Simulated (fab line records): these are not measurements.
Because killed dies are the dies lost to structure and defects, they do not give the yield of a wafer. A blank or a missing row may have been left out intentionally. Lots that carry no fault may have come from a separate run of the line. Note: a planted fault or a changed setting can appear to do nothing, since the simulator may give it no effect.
One fault seen from 2 desks || flow sky130 || every desk sees just its own numbers, and what lay behind them comes last

METROLOGY DESK
What the gauges read, lot by lot, whatever tool the lot ran on: means of the sampled wafers that have a number. Marked OUT: a lot whose mean sits more than 4 standard deviations from the usual mean, which makes it out of limits; the brackets give that distance.
Columns: A = SD_N_RS at SKY_SD_N_RS_MEAS_16, usual 68.60 ohm/sq; B = SD_P_RS at SKY_SD_N_RS_MEAS_17, usual 147.2 ohm/sq; C = LI_CONTACT_BOW at SKY_LI_CONTACT_BOW_MEAS_03, usual 55 um
{"lot": "L741", "first seen here": "day 29 03:30", "A": 68.65, "B": 147.6, "C": 62}
{"lot": "L743", "first seen here": "day 29 20:23", "A": 68.58, "B": 146.8, "C": 59}
{"lot": "L746", "first seen here": "day 30 20:31", "A": "71.17 (+23) OUT", "B": "162.3 (+40) OUT", "C": 52}
{"lot": "L747", "first seen here": "day 31 07:28", "A": "71.36 (+25) OUT", "B": "162.6 (+40) OUT", "C": 55}
{"lot": "L750", "first seen here": "day 31 18:37", "A": "71.16 (+23) OUT", "B": "161.9 (+39) OUT", "C": 47}
{"lot": "L753", "first seen here": "day 33 05:59", "A": 68.51, "B": 147.4, "C": 52}
{"lot": "L755", "first seen here": "day 33 11:19", "A": 68.65, "B": 147.4, "C": 47}
{"lot": "L757", "first seen here": "day 34 09:25", "A": 68.64, "B": 147.4, "C": 52}
{"lot": "L758", "first seen here": "day 34 19:41", "A": 68.46, "B": 146.5, "C": 53}
{"lot": "L759", "first seen here": "day 35 01:36", "A": 68.43, "B": 146.8, "C": 53}
{"lot": "L760", "first seen here": "day 35 04:45", "A": 68.67, "B": 147.5, "C": 51}
{"lot": "L762", "first seen here": "day 35 12:02", "A": 68.56, "B": 146.8, "C": 63}
Per this desk, out of limits: L746, L747, L750; the first was L746, day 30 20:31 (SD_N_RS at SKY_SD_N_RS_MEAS_16). In limits: L741, L743, L753, L755, L757, L758, L759, L760, L762.

FOR THE TOOL OWNER'S DESK: rtpAnneal-02
The tool's own readings at SKY_SD_N_RTA_14 (time 2 s): means of the sampled wafers that have a number, for each lot that ran on this tool. Marked OUT: a lot whose mean sits more than 4 standard deviations from the usual mean, which makes it out of limits; the brackets give that distance.
Columns: A = lampPowerPct at SKY_SD_N_RTA_14, usual 15.74 %; B = rampDownCPerS at SKY_SD_N_RTA_14, usual 90.000; C = rampUpCPerS at SKY_SD_N_RTA_14, usual 150.00; D = wafer_temp_C_max at SKY_SD_N_RTA_14, usual 1078.1
{"lot": "L741", "first seen here": "day 29 03:20", "A": 15.76, "B": 89.989, "C": 149.99, "D": 1077.5}
{"lot": "L746", "first seen here": "day 30 20:21", "A": 15.73, "B": 90.008, "C": 150.01, "D": 1079.0}
{"lot": "L747", "first seen here": "day 31 07:18", "A": 15.73, "B": 90.000, "C": 150.00, "D": 1078.4}
{"lot": "L750", "first seen here": "day 31 18:26", "A": 15.76, "B": 89.998, "C": 150.01, "D": 1078.9}
{"lot": "L758", "first seen here": "day 34 19:30", "A": 15.79, "B": 89.994, "C": 150.00, "D": 1078.2}
{"lot": "L760", "first seen here": "day 35 04:35", "A": 15.70, "B": 89.992, "C": 150.00, "D": 1077.0}
{"lot": "L762", "first seen here": "day 35 11:50", "A": 15.73, "B": 90.026, "C": 150.06, "D": 1077.5}
Finding of this desk: none of the 7 lots has anything out of limits.

ALL TOGETHER
On L746, L747, L750, the metrology desk was in a position to raise an alarm at day 30 20:31.
The desk of the tool owner found nothing out of limits.
On record at the tool owner's desk: L746, L747, L750, within its limits.
The lots listed all ran SKY_SD_N_RTA_14 on rtpAnneal-02.

WHAT THE SIMULATOR PUT IN
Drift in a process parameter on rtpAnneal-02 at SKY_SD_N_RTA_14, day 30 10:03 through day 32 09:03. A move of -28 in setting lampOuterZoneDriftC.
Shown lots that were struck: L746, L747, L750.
Time in hours between the start of the fault and the first out-of-limits reading at each desk: metrology desk, 10.
